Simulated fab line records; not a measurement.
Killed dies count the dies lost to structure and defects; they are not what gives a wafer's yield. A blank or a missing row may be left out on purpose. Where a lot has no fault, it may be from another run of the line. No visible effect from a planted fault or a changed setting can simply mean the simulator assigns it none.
Chamber matching | flow gf180mcu | GF_V3_CMP_04 on cmp-02: 4 sister chambers
The step polishes SiO2. 22 wafers are shown with their chamber, then 11 later ones without.

## WAFERS PAIRED WITH THEIR CHAMBERS
wafer  | chamber | motor-current-A (A) | time-to-endpoint-s (s) | head-pressure-psi (psi)
L076.1 | 0       | 13.4                | 78                     | 3.999
L076.3 | 1       | 13.3                | 80                     | 3.992
L076.6 | 2       | 13.1                | 82                     | 3.996
L078.1 | 3       | 13.5                | 75                     | 3.979
L078.3 | 1       | 13.5                | 78                     | 4.001
L078.4 | 0       | 13.7                | 82                     | 3.994
L079.2 | 0       | 14.3                | 74                     | 4.006
L079.4 | 1       | 13.3                | 79                     | 4.001
L079.6 | 1       | 12.6                | 81                     | 3.988
L080.1 | 2       | 12.6                | 76                     | 4.019
L080.2 | 3       | 13.6                | 74                     | 4.003
L080.5 | 3       | 13.6                | 82                     | 4.002
L081.2 | 1       | 13.2                | 66                     | 4.007
L081.3 | 3       | 14.6                | 68                     | 4.005
L081.4 | 0       | 13.1                | 76                     | 4.003
L082.1 | 2       | 13.0                | 74                     | 3.988
L082.3 | 3       | 14.8                | 72                     | 3.994
L082.5 | 1       | 12.7                | 80                     | 4.016
L083.1 | 3       | 14.3                | 73                     | 3.999
L083.2 | 2       | 12.9                | 77                     | 3.991
L083.6 | 2       | 12.7                | 76                     | 3.998
L084.1 | 0       | 12.6                | 72                     | 4.002

SIGNATURES (means of the wafers above)
reading            | chamber 0 | chamber 1 | chamber 2 | chamber 3 | scatter within a chamber
motor-current-A    | 13.420    | 13.100    | 12.860    | 14.067    | 0.477
time-to-endpoint-s | 76.40     | 77.33     | 77.00     | 74.00     | 4.48
head-pressure-psi  | 4.00080   | 4.00083   | 3.99840   | 3.99700   | 0.00957
Rule: for each reading, subtract the chamber's mean from the wafer's reading, divide by that reading's scatter and square the result; add these up over the readings and take the root, which gives the wafer's distance from the chamber. The wafer belongs to the nearest chamber; if the next one is less than 2 further off, it can't be placed. The scatter: take each reading less its chamber's mean, square it, sum over the shown wafers, divide by the number of wafers less the number of chambers, and take the root.

## WAFERS WHOSE CHAMBER IS MISSING
wafer  | motor-current-A (A) | time-to-endpoint-s (s) | head-pressure-psi (psi)
L084.4 | 12.9                | 78                     | 4.006
L084.5 | 14.2                | 74                     | 4.008
L090.1 | 13.4                | 72                     | 3.999
L090.5 | 13.9                | 75                     | 4.001
L090.6 | 13.7                | 80                     | 4.007
L091.1 | 12.9                | 79                     | 3.997
L091.3 | 13.7                | 76                     | 4.005
L091.5 | 13.4                | 81                     | 4.000
L097.3 | 14.0                | 73                     | 3.992
L097.4 | 13.6                | 79                     | 4.004
L097.5 | 13.5                | 78                     | 4.003

## EACH ONE'S CHAMBER
wafer  | from the rows above               | in truth
L084.4 | can't be placed: 1 or 2 or 0      | 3
L084.5 | can't be placed: 3 or 0 or 1 or 2 | 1
L090.1 | can't be placed: 0 or 1 or 3 or 2 | 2
L090.5 | can't be placed: 3 or 0 or 1 or 2 | 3
L090.6 | can't be placed: 0 or 1 or 3 or 2 | 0
L091.1 | can't be placed: 2 or 1 or 0      | 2
L091.3 | can't be placed: 0 or 3 or 1 or 2 | 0
L091.5 | can't be placed: 0 or 1 or 2 or 3 | 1
L097.3 | can't be placed: 3 or 0 or 1      | 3
L097.4 | can't be placed: 0 or 1 or 3 or 2 | 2
L097.5 | can't be placed: 0 or 1 or 2 or 3 | 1
Correctly placed: 0 of 11. These rows do not allow placing 11 (true chamber among the candidates in 10). 0 placed wrongly.
